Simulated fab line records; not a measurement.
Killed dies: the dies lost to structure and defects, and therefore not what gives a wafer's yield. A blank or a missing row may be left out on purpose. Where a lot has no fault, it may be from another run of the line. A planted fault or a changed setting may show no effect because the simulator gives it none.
Matching of chambers    flow gf180mcu    GF_V3_CMP_26 on cmp-02 has 4 sister chambers
The step polishes, stops on SiO2, t overpolish 15 s, target thk 0 nm. 8 wafers are shown with their chamber, then 12 later ones without.

== WAFERS WITH THEIR CHAMBER ==
wafer   chamber  motor current A (A)  time to endpoint s (s)
L077.2  0        12.6                 81
L082.6  2        11.4                 82
L084.1  3        9.5                  87
L084.3  2        11.4                 86
L084.5  3        10.2                 88
L085.3  1        9.8                  88
L085.5  1        11.0                 87
L085.6  0        12.6                 83

== WAFERS WITHOUT THEIR CHAMBER ==
wafer   motor current A (A)  time to endpoint s (s)
L086.1  12.7                 83
L086.4  9.8                  91
L086.6  9.9                  83
L091.2  12.9                 85
L091.4  11.2                 88
L091.5  9.8                  89
L092.4  12.7                 85
L092.5  11.7                 83
L092.6  9.9                  88
L095.1  12.2                 85
L095.2  12.6                 81
L095.3  9.8                  91

== WHICH CHAMBER EACH ONE RAN IN ==
wafer   from the rows above           in truth
L086.1  0                             0
L086.4  can't be placed: 3 or 1       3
L086.6  can't be placed: 3 or 1 or 2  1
L091.2  can't be placed: 0 or 2       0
L091.4  can't be placed: 1 or 2 or 3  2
L091.5  can't be placed: 3 or 1       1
L092.4  can't be placed: 0 or 2       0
L092.5  can't be placed: 2 or 0       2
L092.6  can't be placed: 3 or 1       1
L095.1  can't be placed: 2 or 0       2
L095.2  0                             0
L095.3  can't be placed: 3 or 1       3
Correct placement for 2 of the 12. Unplaceable from these rows: 10, with the true chamber sitting among the candidates in 10. Number placed wrongly: 0.
How it was worked out, from the rows above alone: a wafer's distance from a chamber is the root of the sum, over the readings, of the square of ((its reading less the chamber's mean) divided by the reading's scatter). If the next closest chamber is less than 2 further off than the closest, the wafer can't be placed; otherwise it belongs to the closest. A chamber's mean is the mean of its shown wafers. The scatter: take each reading less its chamber's mean, square it, sum over the shown wafers, divide by the number of wafers less the number of chambers, and take the root.
